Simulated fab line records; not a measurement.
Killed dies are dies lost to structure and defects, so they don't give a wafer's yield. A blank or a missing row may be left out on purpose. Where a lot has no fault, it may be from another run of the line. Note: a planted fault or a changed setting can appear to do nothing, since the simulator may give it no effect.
A lot that was struck, set against a sound lot    flow sky130    16 out of 708 route steps
Sound: wafers L367.3, L367.4, L367.6. Struck: wafer L374.4 (L374.2, L374.6, from the same lot, were not struck and are left out); the cause is given at the end.
Each step with rows lists, per side, the tool, then ch with its chambers, then its first start. Under that, the readings that differ: sound wafers    struck wafers    difference of the means    sigmas: that difference in standard deviations of wafers without a fault.
alike: readings with means less than 2 such deviations apart, plus words and numbers identical on both sides. not compared: withheld readings, readings lacking a value on some wafer, bounds such as >300 that could conceal the same value, and numbers that have no deviation in the record and whose values overlap.
Wherever a step has rows on one side only, a row that says differs or no value, or a row with sigmas, the two part there. Numbers that have no deviation but don't overlap get no sigmas and don't part them. A reading that every wafer of one side lacks parts them only if that side has two wafers or more.

first, 2 steps without rows for these wafers: SKY_METAL4_PEB_11; SKY_METAL4_DEVELOP_12 (develop time 60 s).
SKY_METAL4_CD_MEAS_13: the cd target is 300 nm.
  sound: cd_sem-02 at day 43 08:05; struck: cd_sem-01 at day 45 01:14
reading     sound              struck  difference  sigmas
cd_nm (nm)  301.5 300.7 300.8  304.9   +3.9        +2
SKY_METAL4_OVL_MEAS_14:
  sound: overlay-01 at day 43 08:11; struck: overlay-01 at day 45 01:21
  alike: METAL4_OVL
SKY_METAL4_DESCUM_15: chemistry O2, time 8 s.
  sound on rie_metal-04 ch 0,1, day 43 08:13; struck on rie_metal-03 ch 1, day 45 01:23
  alike: drypump_motor_current_A, oes_product_au
  not compared: rf_hours_counter_h
SKY_METAL4_ETCH_16: etches BARC in N2/H2, stops on SiO2, time 88.2 s, target depth 60 nm.
  sound on rie_metal-04 ch 0,1, day 43 08:16; struck on rie_metal-03 ch 1, day 45 01:25
  alike: drypump_motor_current_A, oes_product_au, throttle_valve_pct
  not compared: rf_hours_counter_h
SKY_METAL4_ETCH_17: etches SiO2 in C4F8/O2/Ar, stops on TiN, time 3.9 s, target depth 15 nm.
  sound on rie_diel-02 ch 0,1,3, day 43 08:20; struck on rie_diel-01 ch 1, day 45 01:31
  alike: oes_product_au
  not compared: rf_hours_counter_h
SKY_METAL4_METAL_ETCH_18: etches the open film in Cl2/BCl3, stops on SiO2, target depth 845 nm, time 183.1 s.
  sound on rie_metal-03 ch 0, day 43 08:29; struck on rie_metal-04 ch 0, day 45 01:31
reading                sound              struck  difference  sigmas
oes_product_au (a.u.)  0.871 0.866 0.869  0.853   -0.016      -3
  alike: drypump_motor_current_A, throttle_valve_pct
  not compared: rf_hours_counter_h
then, 4 steps without rows for these wafers: SKY_METAL4_STRIP_19 (strips in O2/N2); SKY_METAL4_STRIP_20 (strips in post etch residue remover, time 1200 s); SKY_METAL4_CLEAN_21 (cleans in IPA, time 180 s); SKY_METAL4_CLEAN_22 (cleans in O3/DIW).
SKY_VIA4_HDPCVD_00: deposits SiO2, target thk 1750 nm, time 291.7 s.
  sound on hdpcvd-01 ch 0,2, day 43 09:19; struck on hdpcvd-01 ch 2, day 45 02:18
reading                                   sound           struck  difference  sigmas
model.SiO2_of_VIA4_HDPCVD_00.thk_nm (nm)  1806 1723 1801  1349    -428        
  alike: sih4_flow_sccm
SKY_VIA4_THK_MEAS_01:
  sound: film_metro-01 at day 43 09:31; struck: film_metro-02 at day 45 02:43
reading               sound           struck  difference  sigmas
VIA4_HDPCVD_THK (nm)  1804 1723 1802  1350    -426        -17
  not compared: hold
SKY_VIA4_CMP_02: polishes SiO2.
  sound on cmp-01 ch 1,2,3, day 43 09:39; struck on cmp-02 ch 3, day 45 04:16
reading  sound  struck                    difference                    sigmas
hold     - - -  await_dispo/1.2h/release  no value on the sound wafers  
  alike: head_pressure_psi, motor_current_A
-- the record jumps here: 4 days lie between the struck wafers' starts before and after (it left off in module VIA4 and takes up again in module PAD_OPEN, whose first step shown is number 708 of the route) --
SKY_PAD_OPEN_PROBE_99:
  sound: prober-01 at day 47 06:38; struck: prober-02 at day 48 17:02
reading                                sound                struck  difference  sigmas
killed_open                            62 58 49             38      -18         -3
model.etest.tester.sort_n_pass         388 401 400          405     +9          
model.etest.tester.sort_yield_pct (%)  78.86 81.5 81.3      82.32   +1.77       
model.etest.met5_comb.leak_log10_a_um  -12.1 -12.13 -12.14  -11.17  +0.95       
  alike: defect_limited_yield, killed_at_M0_to_M3, killed_at_M4_up, killed_at_contacts, killed_at_front_end, killed_at_other, killed_dies, killed_short
  not compared: model.etest.tester.sort_bin_3_pct, model.etest.tester.sort_bin_8_pct

## WHERE THEY PART
Last at SKY_PAD_OPEN_PROBE_99 as far as this record goes, first at SKY_METAL4_CD_MEAS_13.

WHY: what the simulator had put in
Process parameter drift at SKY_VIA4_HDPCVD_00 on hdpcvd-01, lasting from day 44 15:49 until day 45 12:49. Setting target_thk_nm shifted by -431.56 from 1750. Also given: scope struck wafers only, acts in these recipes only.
